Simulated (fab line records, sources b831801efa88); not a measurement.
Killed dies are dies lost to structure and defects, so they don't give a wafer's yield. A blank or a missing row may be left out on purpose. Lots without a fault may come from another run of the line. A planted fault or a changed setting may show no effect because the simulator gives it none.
fab line records | flow sky130
record lots=6 wafers=18 last_day=50
route steps=708 shown SD_P@327 RES_XHIGH@332 SD_N@342 SALICIDE@361 PAD_OPEN@708
lots that met no fault: from a run of the same line without faults
start_h: hours from the record's first day to the start of the lot's first wafer shown | wait_h: hours since the lot's step before | " the same as in the row above | L1.1+2: a row that stands for several wafers | - no value, or no start given | * or withheld: withheld | < > ~ a bound
route shown NAME@n: a module of which the file shows steps, and the number in the route of the first | usual: mean/standard deviation of fault-free wafers | same: alike in all rows | chamber/n: place in a boat | sites: the reading at each site | _std_site: their standard deviation | _edge_site: outer sites' mean less inner sites' | radius_mm: how far each site lies from the wafer's centre | mask NAME#n: copy n | behind: the tool/chamber that last shaped the wafer | hold: why the lot was held/for how many hours/how that ended | device: the transistor (n, p or np) that didn't switch | end of line: the same wafers' tests at the end of the route | a step without rows: its recipe alone | killed: dies lost to structure and defects at the first sort, not the wafer's yield | map: a wafer's dies, x killed, . not, _ none there
set.NAME: the setting as run; set.NAME@STEP: as run at that earlier step | model.NAME: the simulator's own value behind a step, which no gauge read
lots at some steps of the route; a table a step, a row a wafer
services: from which hour (start_h, from the record's first day; less than 0 if before it) a tool's chamber was out of use, for how many hours, and why
## steps
# step SKY_SD_P_CD_MEAS_07
# recipe target_cd_nm=380
# usual cd_nm=380.4/2.5
# columns lot.wafer tool chamber start_h wait_h cd_nm
L759.2 cd_sem-01 - 598.41 0.1 377.4
L759.3 " - " " 377.1
L759.5 " - " " 376.5
L760.3 cd_sem-02 - 612.92 0.1 381.3
L760.4 " - " " 379.5
L760.6 " - " " 381.8
L765.2 cd_sem-01 - 660.96 0.1 381.2
L765.4 " - " " 379.3
L765.6 " - " " 380.2
L767.1 cd_sem-02 - 667.83 0.1 376.3
L767.3 " - " " 378.9
L767.5 " - " " 378.1
L778.2 cd_sem-01 - 753.40 0.1 378.5
L778.4 " - " " 382.0
L778.6 " - " " 381.5
L779.2 cd_sem-02 - 765.46 0.1 384.6
L779.3 " - " " 383.8
L779.5 " - " " 381.8
# step SKY_SD_P_OVL_MEAS_08
# usual SD_P_OVL=-1.4/1.4
# columns lot.wafer tool chamber start_h wait_h SD_P_OVL[nm]
L759.2 overlay-01 - 598.51 0.1 -1.0
L759.3 " - " " 0.7
L759.5 " - " " -1.7
L760.3 overlay-01 - 613.01 0.1 1.5
L760.4 " - " " -0.8
L760.6 " - " " 0.8
L765.2 overlay-02 - 661.06 0.1 -1.0
L765.4 " - " " -2.8
L765.6 " - " " -2.0
L767.1 overlay-01 - 667.95 0.1 -0.6
L767.3 " - " " 1.0
L767.5 " - " " -0.2
L778.2 overlay-01 - 753.51 0.1 -0.2
L778.4 " - " " -1.2
L778.6 " - " " -2.3
L779.2 overlay-01 - 765.57 0.1 -1.3
L779.3 " - " " -1.1
L779.5 " - " " -2.9
# step SKY_SD_P_IMPLANT_09
# recipe species=BF2 energy_kev=20 dose_cm2=3e+15 tilt_deg=0
# step SKY_SD_P_STRIP_10
# recipe chemistry=O2/N2 power_w=1400 pressure_mtorr=1500 platen_temp_c=withheld o2_flow_sccm=3000 n2_flow_sccm=300 overash_fraction=0.5
# usual drypump_motor_current_A=5.90/0.28 o2_flow_sccm=3001/9.3 oes_product_au=0.618/0.0047 strip_time_to_endpoint_s=17.51/0.038
# columns lot.wafer tool chamber start_h wait_h drypump_motor_current_A o2_flow_sccm oes_product_au rf_hours_counter_h strip_time_to_endpoint_s
L759.2 plasma_asher-01 1 598.69 0.1 5.49 2998 0.616 91 17.49
L759.3 " 1 " " 5.51 2999 0.622 - 17.47
L759.5 " 1 " " 5.47 3004 0.627 - 17.47
L760.3 plasma_asher-01 1 613.22 0.1 5.47 3002 0.619 - 17.50
L760.4 " 0 " " 5.77 2989 0.614 - 17.52
L760.6 " 1 " " 5.49 2991 0.622 - 17.48
L765.2 plasma_asher-04 0 661.24 0.1 6.27 3003 0.613 24 17.45
L765.4 " 0 " " 6.30 2993 0.620 - 17.49
L765.6 " 1 " " 6.10 3018 0.615 - 17.50
L767.1 plasma_asher-03 0 668.13 0.1 5.69 2984 0.618 52 17.53
L767.3 " 1 " " 6.17 3010 0.615 - 17.48
L767.5 " 0 " " 5.71 2989 0.622 - 17.48
L778.2 plasma_asher-04 0 753.69 0.1 6.25 3016 0.619 33 17.48
L778.4 " 1 " " 6.11 2991 0.618 - 17.49
L778.6 " 1 " " 6.10 2976 0.621 - 17.49
L779.2 plasma_asher-03 1 765.75 0.1 6.20 2991 0.619 61 17.46
L779.3 " 0 " " 5.71 3000 0.623 - 17.48
L779.5 " 0 " " 5.71 3000 0.617 - 17.55
# step SKY_SD_P_TW_MEAS_11
# usual SD_P_TW=2817/19
# columns lot.wafer tool chamber start_h wait_h SD_P_TW
L759.2 film_metro-01 - 598.80 0.1 2838
L759.3 " - " " 2843
L759.5 " - " " 2838
L760.3 film_metro-01 - 613.30 0.1 2814
L760.4 " - " " 2841
L760.6 " - " " 2821
L765.2 film_metro-01 - 661.35 0.1 2841
L765.4 " - " " 2824
L765.6 " - " " 2839
L767.1 film_metro-02 - 668.23 0.1 2787
L767.3 " - " " 2798
L767.5 " - " " 2785
L778.2 film_metro-01 - 753.80 0.1 2832
L778.4 " - " " 2820
L778.6 " - " " 2823
L779.2 film_metro-02 - 765.86 0.1 2792
L779.3 " - " " 2793
L779.5 " - " " 2805
# step SKY_RES_XHIGH_DEHYDRATE_00
# recipe temp_c=200 time_s=60
# step SKY_RES_XHIGH_HMDS_01
# recipe prime_time_s=60 prime_temp_c=120
# step SKY_RES_XHIGH_COAT_02
# recipe resist=NOVOLAK spin_rpm=3000 resist_thk_nm=1140
# step SKY_RES_XHIGH_SOFTBAKE_03
# recipe temp_c=90 time_s=60 resist=NOVOLAK
# step SKY_RES_XHIGH_EXPOSE_04
# recipe mask_id=URPM na=0.6 source_shape=conventional sigma_outer=0.6 polarization=unpolarized target_cd_nm=1270 dose_mj=140
# step SKY_RES_XHIGH_PEB_05
# recipe temp_c=withheld time_s=* resist=NOVOLAK
# step SKY_RES_XHIGH_DEVELOP_06
# recipe resist=NOVOLAK developer=TMAH develop_time_s=60 dev_temp_c=23
# step SKY_RES_XHIGH_IMPLANT_07
# recipe species=BF2 energy_kev=20 dose_cm2=3.6e+14 tilt_deg=0
# usual beam_on_s=39.9/0.8 dose_ions_cm2=3.6e+14/3.7e+11
# columns lot.wafer tool chamber start_h wait_h beam_on_s dose_ions_cm2
L759.2 implanter-01 0 627.83 0.1 40.8 3.597e+14
L759.3 " 0 " " 39.5 3.609e+14
L759.5 " 0 " " 39.3 3.601e+14
L760.3 implanter-02 0 642.44 0.1 40.3 3.602e+14
L760.4 " 0 " " 39.5 3.602e+14
L760.6 " 0 " " 39.9 3.602e+14
L765.2 implanter-01 0 689.27 0.1 40.0 3.599e+14
L765.4 " 0 " " 38.4 3.6e+14
L765.6 " 0 " " 38.8 3.595e+14
L767.1 implanter-01 0 695.55 0.1 40.5 3.602e+14
L767.3 " 0 " " 39.8 3.601e+14
L767.5 " 0 " " 40.6 3.604e+14
L778.2 implanter-01 0 780.42 0.1 36.9 3.296e+14
L778.4 " 0 " " 37.3 3.295e+14
L778.6 " 0 " " 36.0 3.296e+14
L779.2 implanter-01 0 792.28 0.1 35.7 3.3e+14
L779.3 " 0 " " 37.9 3.298e+14
L779.5 " 0 " " 35.9 3.3e+14
# step SKY_RES_XHIGH_STRIP_08
# recipe chemistry=O2/N2 power_w=1400 pressure_mtorr=1500 platen_temp_c=withheld o2_flow_sccm=3000 n2_flow_sccm=300 overash_fraction=0.5
# usual drypump_motor_current_A=5.98/0.29 o2_flow_sccm=3001/7.8 oes_product_au=0.711/0.005 strip_time_to_endpoint_s=14.28/0.037
# columns lot.wafer tool chamber start_h wait_h drypump_motor_current_A o2_flow_sccm oes_product_au rf_hours_counter_h strip_time_to_endpoint_s
L759.2 plasma_asher-01 1 627.95 0.1 5.45 2996 0.711 94 14.30
L759.3 " 0 " " 5.80 2994 0.703 - 14.26
L759.5 " 0 " " 5.82 2995 0.715 - 14.24
L760.3 plasma_asher-02 1 642.57 0.1 6.33 2997 0.712 - 14.24
L760.4 " 0 " " 6.05 3005 0.709 - 14.27
L760.6 " 0 " " 6.08 3003 0.716 - 14.27
L765.2 plasma_asher-02 1 689.39 0.1 6.33 2993 0.707 90 14.32
L765.4 " 1 " " 6.32 2998 0.705 - 14.30
L765.6 " 1 " " 6.35 2989 0.709 - 14.31
L767.1 plasma_asher-04 1 695.70 0.1 6.11 3002 0.708 28 14.34
L767.3 " 1 " " 6.11 3010 0.713 - 14.32
L767.5 " 1 " " 6.09 2985 0.715 - 14.31
L778.2 plasma_asher-04 1 780.54 0.1 6.10 2986 0.703 36 14.16
L778.4 " 0 " " 6.24 2997 0.718 - 14.20
L778.6 " 1 " " 6.11 2995 0.716 - 14.17
L779.2 plasma_asher-02 0 792.40 0.1 6.06 3002 0.710 100 14.27
L779.3 " 0 " " 6.03 3005 0.723 - 14.27
L779.5 " 0 " " 6.00 3007 0.716 - 14.25
# step SKY_RES_XHIGH_TW_MEAS_09
# usual RES_XHIGH_TW=1634/11
# columns lot.wafer tool chamber start_h wait_h RES_XHIGH_TW
L759.2 film_metro-01 - 628.06 0.1 1635
L759.3 " - " " 1633
L759.5 " - " " 1632
L760.3 film_metro-02 - 642.66 0.1 1615
L760.4 " - " " 1614
L760.6 " - " " 1627
L765.2 film_metro-01 - 689.50 0.1 1636
L765.4 " - " " 1650
L765.6 " - " " 1642
L767.1 film_metro-01 - 695.80 0.1 1631
L767.3 " - " " 1643
L767.5 " - " " 1638
L778.2 film_metro-01 - 780.65 0.1 1598
L778.4 " - " " 1593
L778.6 " - " " 1590
L779.2 film_metro-03 - 792.51 0.1 1595
L779.3 " - " " 1585
L779.5 " - " " 1590
# step SKY_SD_N_DEHYDRATE_00
# recipe temp_c=200 time_s=60
# step SKY_SD_N_HMDS_01
# recipe prime_time_s=60 prime_temp_c=120
# step SKY_SD_N_COAT_02
# recipe resist=NOVOLAK spin_rpm=3000 resist_thk_nm=1140
# step SKY_SD_N_SOFTBAKE_03
# recipe temp_c=90 time_s=60 resist=NOVOLAK
# step SKY_SD_N_EXPOSE_04
# recipe mask_id=NSDM na=0.6 source_shape=conventional sigma_outer=0.6 polarization=unpolarized target_cd_nm=380 dose_mj=141
# step SKY_SD_N_PEB_05
# recipe temp_c=withheld time_s=* resist=NOVOLAK
# step SKY_SD_N_DEVELOP_06
# recipe resist=NOVOLAK developer=TMAH develop_time_s=60 dev_temp_c=23
# step SKY_SD_N_CD_MEAS_07
# recipe target_cd_nm=380
# usual cd_nm=380.2/2.1
# columns lot.wafer tool chamber start_h wait_h cd_nm
L759.2 cd_sem-01 - 656.81 0.1 381.5
L759.3 " - " " 380.4
L759.5 " - " " 379.9
L760.3 cd_sem-01 - 670.67 0.1 377.6
L760.4 " - " " 381.1
L760.6 " - " " 377.7
L765.2 cd_sem-01 - 717.05 0.1 377.9
L765.4 " - " " 377.2
L765.6 " - " " 378.0
L767.1 cd_sem-01 - 723.89 0.1 381.1
L767.3 " - " " 379.8
L767.5 " - " " 380.3
L778.2 cd_sem-02 - 806.80 0.1 381.5
L778.4 " - " " 381.7
L778.6 " - " " 379.4
L779.2 cd_sem-01 - 818.16 0.1 379.0
L779.3 " - " " 381.4
L779.5 " - " " 379.4
# step SKY_SD_N_OVL_MEAS_08
# usual SD_N_OVL=0.9/1.1
# columns lot.wafer tool chamber start_h wait_h SD_N_OVL[nm]
L759.2 overlay-02 - 656.92 0.1 0.5
L759.3 " - " " 0.1
L759.5 " - " " -0.1
L760.3 overlay-01 - 670.76 0.1 2.1
L760.4 " - " " 1.5
L760.6 " - " " 2.4
L765.2 overlay-02 - 717.16 0.1 1.2
L765.4 " - " " 1.9
L765.6 " - " " 2.3
L767.1 overlay-01 - 724.01 0.1 1.4
L767.3 " - " " 1.0
L767.5 " - " " 0.8
L778.2 overlay-02 - 806.91 0.1 -0.5
L778.4 " - " " -0.8
L778.6 " - " " 0.8
L779.2 overlay-02 - 818.27 0.1 0.5
L779.3 " - " " 0.6
L779.5 " - " " 0.2
# step SKY_SD_N_IMPLANT_09
# recipe species=As energy_kev=50 dose_cm2=4e+15 tilt_deg=0
# step SKY_SD_N_IMPLANT_10
# recipe species=P energy_kev=20 dose_cm2=1e+14 tilt_deg=0
# step SKY_SD_N_STRIP_11
# recipe chemistry=O2/N2 power_w=1400 pressure_mtorr=1500 platen_temp_c=withheld o2_flow_sccm=3000 n2_flow_sccm=300 overash_fraction=0.5
# usual drypump_motor_current_A=6.13/0.19 o2_flow_sccm=2999/10 oes_product_au=0.528/0.0046 strip_time_to_endpoint_s=22.56/0.043
# columns lot.wafer tool chamber start_h wait_h drypump_motor_current_A o2_flow_sccm oes_product_au rf_hours_counter_h strip_time_to_endpoint_s
L759.2 plasma_asher-02 0 657.25 0.1 6.08 2980 0.524 86 22.53
L759.3 " 0 " " 6.07 2989 0.523 - 22.60
L759.5 " 0 " " 6.07 2994 0.524 - 22.57
L760.3 plasma_asher-04 0 671.12 0.1 6.26 2992 0.528 - 22.52
L760.4 " 1 " " 6.09 2995 0.536 - 22.50
L760.6 " 0 " " 6.22 2987 0.531 - 22.54
L765.2 plasma_asher-04 0 717.49 0.1 6.23 3005 0.527 30 22.57
L765.4 " 1 " " 6.10 2986 0.530 - 22.58
L765.6 " 1 " " 6.11 2989 0.524 - 22.56
L767.1 plasma_asher-04 0 724.35 0.1 6.25 2993 0.529 30 22.55
L767.3 " 0 " " 6.23 3010 0.526 - 22.59
L767.5 " 0 " " 6.23 3010 0.530 - 22.58
L778.2 plasma_asher-02 1 807.24 0.1 6.34 3003 0.523 102 22.47
L778.4 " 0 " " 6.05 3002 0.521 - 22.50
L778.6 " 1 " " 6.34 3006 0.526 - 22.47
L779.2 plasma_asher-03 1 818.60 0.1 6.17 3021 0.518 67 22.59
L779.3 " 0 " " 5.70 2999 0.533 - 22.57
L779.5 " 0 " " 5.70 3008 0.522 - 22.59
# step SKY_SD_N_TW_MEAS_12
# usual SD_N_TW=3966/25
# columns lot.wafer tool chamber start_h wait_h SD_N_TW
L759.2 film_metro-02 - 657.36 0.1 3953
L759.3 " - " " 3977
L759.5 " - " " 3960
L760.3 film_metro-02 - 671.20 0.1 3946
L760.4 " - " " 3940
L760.6 " - " " 3973
L765.2 film_metro-03 - 717.60 0.1 3976
L765.4 " - " " 3978
L765.6 " - " " 3987
L767.1 film_metro-02 - 724.45 0.1 3896
L767.3 " - " " 3908
L767.5 " - " " 3943
L778.2 film_metro-02 - 807.35 0.1 3936
L778.4 " - " " 3941
L778.6 " - " " 3945
L779.2 film_metro-01 - 818.71 0.1 3977
L779.3 " - " " 3985
L779.5 " - " " 3971
# step SKY_SD_N_CLEAN_13
# recipe chemistry=SC1/SC2 mix=1:4:20 temp_c=70 time_s=150 dry=n2_spin
# step SKY_SD_N_RTA_14
# recipe temp_c=1075 time_s=2 idle_temp_c=650 ramp_up_c_per_s=150 ramp_down_c_per_s=90 ambient=N2
# usual lamp_power_pct=15.74/0.053 wafer_temp_C_max=1078.0/1.3
# columns lot.wafer tool chamber start_h wait_h lamp_power_pct wafer_temp_C_max
L759.2 rtp_anneal-02 0 657.47 0.0 15.68 1076.8
L759.3 " 0 " " 15.77 1076.4
L759.5 " 0 " " 15.76 1077.8
L760.3 rtp_anneal-01 0 671.31 0.0 15.74 1077.2
L760.4 " 0 " " 15.76 1078.6
L760.6 " 0 " " 15.75 1078.2
L765.2 rtp_anneal-02 0 717.70 0.0 15.69 1079.1
L765.4 " 0 " " 15.76 1077.4
L765.6 " 0 " " 15.79 1076.0
L767.1 rtp_anneal-02 0 724.56 0.0 15.77 1076.8
L767.3 " 0 " " 15.75 1080.5
L767.5 " 0 " " 15.76 1077.8
L778.2 rtp_anneal-01 0 807.50 0.0 15.72 1078.9
L778.4 " 0 " " 15.82 1077.3
L778.6 " 0 " " 15.76 1077.8
L779.2 rtp_anneal-02 0 818.82 0.0 15.85 1077.7
L779.3 " 0 " " 15.65 1077.8
L779.5 " 0 " " 15.77 1077.1
# step SKY_SD_N_RS_MEAS_16
# recipe thk_meas_gauge=four-point-probe
# usual SD_N_RS=68.47/0.1
# columns lot.wafer tool chamber start_h wait_h SD_N_RS[ohm/sq]
L759.2 film_metro-01 - 657.65 0.1 68.38
L759.3 " - " " 68.44
L759.5 " - " " 68.36
L760.3 film_metro-01 - 671.51 0.1 68.54
L760.4 " - " " 68.60
L760.6 " - " " 68.71
L765.2 film_metro-02 - 717.89 0.1 68.45
L765.4 " - " " 68.54
L765.6 " - " " 68.42
L767.1 film_metro-01 - 724.73 0.1 68.25
L767.3 " - " " 68.36
L767.5 " - " " 68.45
L778.2 film_metro-03 - 807.69 0.1 68.32
L778.4 " - " " 68.60
L778.6 " - " " 68.23
L779.2 film_metro-02 - 819.00 0.1 68.62
L779.3 " - " " 68.38
L779.5 " - " " 68.48
# step SKY_SD_N_RS_MEAS_17
# recipe thk_meas_gauge=four-point-probe
# usual SD_P_RS=147.0/0.33
# columns lot.wafer tool chamber start_h wait_h SD_P_RS[ohm/sq]
L759.2 film_metro-01 - 657.77 0.1 147.0
L759.3 " - " " 146.8
L759.5 " - " " 147.0
L760.3 film_metro-01 - 671.63 0.1 147.1
L760.4 " - " " 147.2
L760.6 " - " " 147.6
L765.2 film_metro-02 - 718.01 0.1 147.0
L765.4 " - " " 147.2
L765.6 " - " " 146.9
L767.1 film_metro-01 - 724.85 0.1 146.5
L767.3 " - " " 146.6
L767.5 " - " " 146.4
L778.2 film_metro-03 - 807.81 0.1 146.8
L778.4 " - " " 147.5
L778.6 " - " " 146.9
L779.2 film_metro-02 - 819.12 0.1 147.5
L779.3 " - " " 146.8
L779.5 " - " " 147.4
# step SKY_SD_N_RS_MEAS_18
# recipe thk_meas_gauge=four-point-probe
# usual RES_XHIGH_RS=332.9/1.2
# columns lot.wafer tool chamber start_h wait_h RES_XHIGH_RS[ohm/sq]
L759.2 film_metro-01 - 657.89 0.1 331.9
L759.3 " - " " 332.3
L759.5 " - " " 333.5
L760.3 film_metro-01 - 671.75 0.1 332.7
L760.4 " - " " 333.5
L760.6 " - " " 331.1
L765.2 film_metro-02 - 718.13 0.1 333.1
L765.4 " - " " 333.4
L765.6 " - " " 332.3
L767.1 film_metro-01 - 724.97 0.1 333.5
L767.3 " - " " 331.5
L767.5 " - " " 333.5
L778.2 film_metro-03 - 807.93 0.1 354.6
L778.4 " - " " 358.3
L778.6 " - " " 354.4
L779.2 film_metro-02 - 819.24 0.1 356.4
L779.3 " - " " 355.2
L779.5 " - " " 359.2
# step SKY_SALICIDE_CLEAN_00
# recipe chemistry=HF-last time_s=30 dilution=100:1 dry=ipa_marangoni
# step SKY_PAD_OPEN_PROBE_99
# usual killed_at_M0_to_M3=43/6.8 killed_at_M4_up=3.3/2.1 killed_at_contacts=24/5 killed_at_front_end=15/4.4 killed_at_other=0.3/0.57 killed_dies=86/9.7 killed_open=47/7.3 killed_short=39/6.1
# same gross_dies=492 killed_at_back_side=0
# columns lot.wafer tool chamber start_h wait_h killed_at_M0_to_M3 killed_at_M4_up killed_at_contacts killed_at_front_end killed_at_other killed_dies killed_open killed_short model.etest.res_xhigh_po.line_ohm_um model.etest.res_xhigh_po.rs_ohm_sq
L759.2 prober-01 - 1082.95 0.1 40 2 32 21 0 95 49 45 5945 2106
L759.3 prober-01 - 1083.00 0.2 37 4 23 17 2 83 48 32 5833 2065
L759.5 prober-01 - 1083.10 0.2 46 2 27 8 0 83 47 36 5911 2035
L760.3 prober-02 - 1093.77 0.2 41 8 17 15 1 82 37 45 5462 1911
L760.4 prober-02 - 1093.82 0.2 40 4 25 16 0 85 45 39 5782 2024
L760.6 prober-02 - 1093.92 0.2 35 3 24 18 0 80 41 39 5529 1954
L765.2 prober-01 - 1128.82 0.1 43 4 18 12 0 77 35 41 5825 2038
L765.4 prober-01 - 1128.92 0.2 42 2 18 18 0 80 42 37 5863 2048
L765.6 prober-01 - 1129.02 0.2 39 1 21 7 0 68 43 25 5935 2047
L767.1 prober-01 - 1133.55 0.1 48 2 24 19 0 93 48 45 5841 2015
L767.3 prober-01 - 1133.65 0.2 43 4 21 16 0 84 46 38 5334 1912
L767.5 prober-01 - 1133.75 0.2 41 2 28 18 1 90 50 40 6081 2080
L778.2 prober-02 - 1186.76 0.1 48 4 25 17 0 94 55 39 6864 2362
L778.4 prober-02 - 1186.86 0.2 44 4 31 18 0 97 54 43 6863 2386
L778.6 prober-02 - 1186.96 0.2 33 0 15 21 0 69 33 36 6838 2353
L779.2 prober-01 - 1195.20 0.1 53 4 26 20 0 103 59 44 6778 2383
L779.3 prober-01 - 1195.25 0.2 49 4 16 17 0 86 41 44 6895 2430
L779.5 prober-01 - 1195.35 0.2 51 3 19 25 0 98 54 42 6838 2411
# killed by level:class
L759.2 CONTACT:geometric_particle:open=11 LI_CONTACT:geometric_particle:open=11 VIA1:geometric_particle:short=8 FIELD_ISO:geometric_particle:open=6 VIA3:geometric_particle:open=6 VIA1:geometric_particle:open=6 METAL2:geometric_particle:short=6 FIELD_ISO:geometric_particle:short=5
L759.3 VIA1:geometric_particle:open=10 LI_CONTACT:geometric_particle:open=9 CONTACT:geometric_particle:open=9 VIA1:geometric_particle:short=7 FIELD_ISO:geometric_particle:open=5 VIA2:geometric_particle:open=5 METAL1:geometric_particle:short=4 FIELD_ISO:geometric_particle:short=3
L759.5 VIA1:geometric_particle:open=13 CONTACT:geometric_particle:open=11 VIA3:geometric_particle:open=6 VIA1:geometric_particle:short=5 VIA2:geometric_particle:open=5 POLY_GATE:geometric_particle:open=4 LI_CONTACT:geometric_particle:short=4 LI_CONTACT:geometric_particle:open=4
L760.3 CONTACT:geometric_particle:short=9 VIA1:geometric_particle:open=9 FIELD_ISO:geometric_particle:open=6 METAL4:geometric_particle:short=6 METAL3:geometric_particle:short=6 VIA3:geometric_particle:open=6 POLY_GATE:geometric_particle:short=4 CONTACT:geometric_particle:open=4
L760.4 CONTACT:geometric_particle:open=8 VIA1:geometric_particle:open=8 VIA3:geometric_particle:open=8 LI_CONTACT:geometric_particle:open=6 CONTACT:geometric_particle:short=5 METAL1:geometric_particle:short=5 VIA1:geometric_particle:short=5 POLY_GATE:geometric_particle:short=4
L760.6 CONTACT:geometric_particle:open=9 VIA1:geometric_particle:short=7 VIA1:geometric_particle:open=7 FIELD_ISO:geometric_particle:open=6 VIA2:geometric_particle:open=6 LI_CONTACT:geometric_particle:open=5 CONTACT:geometric_particle:short=5 POLY_GATE:geometric_particle:short=4
L765.2 CONTACT:geometric_particle:open=6 METAL2:geometric_particle:short=6 VIA2:geometric_particle:short=6 VIA3:geometric_particle:open=5 METAL1:geometric_particle:short=5 FIELD_ISO:geometric_particle:open=4 LI_CONTACT:geometric_particle:short=4 LOCAL_INTERCONNECT:geometric_particle:short=4
L765.4 LI_CONTACT:geometric_particle:open=7 VIA1:geometric_particle:open=7 VIA2:geometric_particle:open=7 POLY_GATE:geometric_particle:short=6 VIA3:geometric_particle:open=6 VIA2:geometric_particle:short=6 POLY_GATE:geometric_particle:open=5 METAL1:geometric_particle:short=5
L765.6 CONTACT:geometric_particle:open=11 VIA3:geometric_particle:open=9 VIA2:geometric_particle:open=7 VIA1:geometric_particle:open=6 LOCAL_INTERCONNECT:geometric_particle:short=4 METAL2:geometric_particle:short=4 FIELD_ISO:geometric_particle:open=3 VIA2:geometric_particle:short=3
L767.1 VIA1:geometric_particle:open=11 VIA3:geometric_particle:open=9 POLY_GATE:geometric_particle:short=6 VIA2:geometric_particle:short=6 CONTACT:geometric_particle:open=6 VIA2:geometric_particle:open=6 LI_CONTACT:geometric_particle:short=5 LI_CONTACT:geometric_particle:open=5
L767.3 CONTACT:geometric_particle:open=9 VIA1:geometric_particle:open=9 VIA2:geometric_particle:open=8 VIA3:geometric_particle:open=7 LI_CONTACT:geometric_particle:open=6 POLY_GATE:geometric_particle:short=5 POLY_GATE:geometric_particle:open=5 VIA1:geometric_particle:short=4
L767.5 CONTACT:geometric_particle:open=10 VIA2:geometric_particle:open=8 LI_CONTACT:geometric_particle:open=7 VIA1:geometric_particle:open=6 FIELD_ISO:geometric_particle:open=5 METAL2:geometric_particle:short=5 METAL1:geometric_particle:short=5 CONTACT:geometric_particle:short=5
L778.2 VIA3:geometric_particle:open=10 CONTACT:geometric_particle:open=8 VIA1:geometric_particle:open=8 LI_CONTACT:geometric_particle:open=7 METAL2:geometric_particle:short=7 METAL1:geometric_particle:short=7 LOCAL_INTERCONNECT:geometric_particle:short=6 VIA2:geometric_particle:open=5
L778.4 VIA1:geometric_particle:open=14 LI_CONTACT:geometric_particle:open=9 CONTACT:geometric_particle:open=9 POLY_GATE:geometric_particle:open=6 VIA2:geometric_particle:open=6 CONTACT:geometric_particle:short=5 LOCAL_INTERCONNECT:geometric_particle:short=5 METAL1:geometric_particle:short=4
L778.6 VIA1:geometric_particle:open=10 FIELD_ISO:geometric_particle:short=8 CONTACT:geometric_particle:open=7 METAL1:geometric_particle:short=6 METAL3:geometric_particle:short=6 POLY_GATE:geometric_particle:short=4 LI_CONTACT:geometric_particle:open=4 VIA1:geometric_particle:short=4
L779.2 VIA1:geometric_particle:open=12 VIA2:geometric_particle:open=12 LI_CONTACT:geometric_particle:open=9 CONTACT:geometric_particle:open=9 VIA1:geometric_particle:short=8 VIA3:geometric_particle:open=6 FIELD_ISO:geometric_particle:open=5 FIELD_ISO:geometric_particle:short=5
L779.3 CONTACT:geometric_particle:open=10 VIA1:geometric_particle:open=8 VIA3:geometric_particle:open=8 POLY_GATE:geometric_particle:short=6 METAL1:geometric_particle:short=6 VIA1:geometric_particle:short=6 VIA2:geometric_particle:open=5 METAL2:geometric_particle:short=4
L779.5 VIA1:geometric_particle:short=11 VIA1:geometric_particle:open=11 CONTACT:geometric_particle:open=10 POLY_GATE:geometric_particle:open=8 VIA3:geometric_particle:open=6 FIELD_ISO:geometric_particle:open=5 POLY_GATE:geometric_particle:short=5 VIA3:geometric_particle:short=4
## services
# columns tool chamber start_h hours kind
plasma_asher-02 - 581.26 2.8 pm
rtp_anneal-01 - 587.64 56.6 pm
plasma_asher-02 - 619.50 15.6 pm
plasma_asher-03 - 643.88 1.2 repair
rtp_anneal-02 - 654.47 0.8 repair
plasma_asher-01 - 661.18 11.0 repair
implanter-02 - 671.65 0.5 repair
plasma_asher-03 - 674.02 4.0 pm
plasma_asher-04 - 724.47 0.4 repair
plasma_asher-01 - 733.75 9.0 pm
plasma_asher-01 0 733.75 9.0 vent_cycle
plasma_asher-01 1 733.75 9.0 vent_cycle
plasma_asher-01 0 742.75 - clean
plasma_asher-01 1 742.75 - clean
plasma_asher-04 - 743.99 3.5 repair
plasma_asher-01 - 774.43 13.9 repair
implanter-02 - 796.87 4.9 pm
plasma_asher-04 - 801.75 8.8 repair
rtp_anneal-01 - 808.87 1.0 pm
## key
first_sign step=SKY_RES_XHIGH_IMPLANT_07 reading=dose_ions_cm2 direction=down sigmas=81 usual=* struck=*
effect step=SKY_RES_XHIGH_IMPLANT_07 reading=beam_on_s direction=down sigmas=4 usual=39.9 struck=36.6
effect step=SKY_RES_XHIGH_TW_MEAS_09 reading=RES_XHIGH_TW direction=down sigmas=3.9 usual=1634 struck=1592
effect step=SKY_SD_N_RS_MEAS_18 reading=RES_XHIGH_RS direction=up sigmas=19 usual=332.9 struck=356.4
model_effect step=SKY_PAD_OPEN_PROBE_99 value=etest.res_xhigh_po.line_ohm_um without=5767 struck=6846
met_at SKY_RES_XHIGH_IMPLANT_07
struck_wafers L778.2,L778.4,L778.6,L779.2,L779.3,L779.5
tester_left_out L778,L779
onset_between 695.55 780.42
fault kind=process_parameter_drift tool=implanter-01 chamber=- onset_h=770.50 steps=SKY_RES_XHIGH_IMPLANT_07 channel=dose_cm2 offset=* shape=step end_h=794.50 acts_in=* stated=*
# tester_left_out: of these lots the tester's yield and bins aren't shown, on N5 and GAA mostly nor the transistor test; their killed dies are dies lost to structure and defects alone, not to doping, threshold or leakage, so they don't give the yield
